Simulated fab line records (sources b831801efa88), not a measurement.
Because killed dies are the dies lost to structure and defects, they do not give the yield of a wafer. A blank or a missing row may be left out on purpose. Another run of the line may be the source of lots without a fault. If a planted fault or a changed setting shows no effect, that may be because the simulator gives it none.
Split-lot experiment + flow sfq-line + 5 lots, 14 wafers read, on a route of 325 steps

## ON THE SPLIT
At SFQ_TRILAYER_M3_ETCH_METAL_ETCH_078 (etches Nb in Cl2/Ar, stops on SiO2, target depth 240 nm, time 120 s), the setting time-s was moved away from the recipe's 120 s on 3 of the 14 wafers read, by -14.4% to +7.7%. All remaining wafers had this setting at the recipe value.

The reading is taken at the split's own step.

## THE READING
KrF_of_TRILAYER_M3_LITHO_COAT_075.thk-nm (the simulator's own value, which no gauge read), in nm, at SFQ_TRILAYER_M3_ETCH_METAL_ETCH_078 (etches Nb in Cl2/Ar, stops on SiO2, target depth 240 nm, time 120 s). There is no usual value for it anywhere in the file. Across the 11 wafers here that went through the recipe, the average is 382.4 nm and the standard deviation 4.1 nm.

| wafer  | tool, chamber at the split | time-s as run, s | against the recipe | KrF_of_TRILAYER_M3_LITHO_COAT_075.thk-nm, nm | against lot-mates on the recipe |
|--------|----------------------------|------------------|--------------------|----------------------------------------------|---------------------------------|
| L074.2 | rie-metal-02, 1            | 120              | recipe             | 384                                          | -                               |
| L074.3 | rie-metal-02, 1            | 120              | recipe             | 382.4                                        | -                               |
| L074.5 | rie-metal-02, 1            | 120              | recipe             | 383.4                                        | -                               |
| L076.1 | rie-metal-02, 1            | 129.2            | +7.7%              | 367.2                                        | -12.6                           |
| L076.3 | rie-metal-02, 0            | 129.2            | +7.7%              | 363.6                                        | -16.2                           |
| L076.4 | rie-metal-02, 1            | 120              | recipe             | 379.8                                        | -                               |
| L080.3 | rie-metal-02, 1            | 102.7            | -14.4%             | 401.9                                        | +20.8                           |
| L080.4 | rie-metal-02, 0            | 120              | recipe             | 379.7                                        | -                               |
| L080.5 | rie-metal-02, 1            | 120              | recipe             | 382.6                                        | -                               |
| L083.1 | rie-metal-02, 1            | 120              | recipe             | 378                                          | -                               |
| L083.3 | rie-metal-02, 1            | 120              | recipe             | 377.7                                        | -                               |
| L083.6 | rie-metal-02, 1            | 120              | recipe             | 378.9                                        | -                               |
| L084.2 | rie-metal-04, 0            | 120              | recipe             | 389.7                                        | -                               |
| L084.5 | rie-metal-04, 0            | 120              | recipe             | 390.1                                        | -                               |

THE FIT
A straight line over all 14 wafers: KrF_of_TRILAYER_M3_LITHO_COAT_075.thk-nm changes by -1.66 nm for each +1% of time-s; r = -0.89; the points scatter about the line by 4.4 nm.
The same after taking each lot's own level away (the mean of its wafers on the recipe; 14 wafers): -1.6 nm for each +1%; r = -0.99; scatter 1.4 nm.
According to that fit, moving time-s by its largest amount changes the reading by 23 nm.
Measured against the standard deviation above, the lots' own levels, which go from 378.20 to 389.90 nm, span 2.9 times it.
The two slopes agree, so the slope changes little with the lot-to-lot level.
Check: for one of the wafers moved furthest among these (-14.4%), held out of the fit, the line's prediction against its lot-mates is +27.1 nm. Against them it came out at +20.8 nm.

## THE OTHER SPLITS THESE WAFERS WENT THROUGH
These wafers also went through other splits before the reading. Each is held against what the fit with the lots' levels taken away leaves over:
| other split on the same wafers                   | wafers away from the commonest value | r with KrF_of_TRILAYER_M3_LITHO_COAT_075.thk-nm (lot level and that fit taken away) |
|--------------------------------------------------|--------------------------------------|-------------------------------------------------------------------------------------|
| SFQ_TRILAYER_INCOMING_OXIDATION_002 temp-c       | 8                                    | -0.18                                                                               |
| SFQ_TRILAYER_L0_VIA_LITHO_COAT_018 spin-rpm      | 3                                    | +0.15                                                                               |
| SFQ_TRILAYER_L0_VIA_LITHO_COAT_013 resist-thk-nm | 3                                    | -0.43                                                                               |
| SFQ_TRILAYER_M0_DEP_SPUTTER_019 time-s           | 4                                    | -0.12                                                                               |
| SFQ_TRILAYER_I2_CMP_CMP_064 leave-above-ref-nm   | 5                                    | -0.40                                                                               |
| SFQ_TRILAYER_I2_VIA_LITHO_COAT_072 resist-thk-nm | 3                                    | -0.40                                                                               |
| SFQ_TRILAYER_M3_DEP_SPUTTER_073 time-s           | 0                                    | -                                                                                   |

## FILE'S OWN FIT
KrF_of_TRILAYER_M3_LITHO_COAT_075.thk-nm changes by -1.54 nm for each +1% of time-s, r = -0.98.
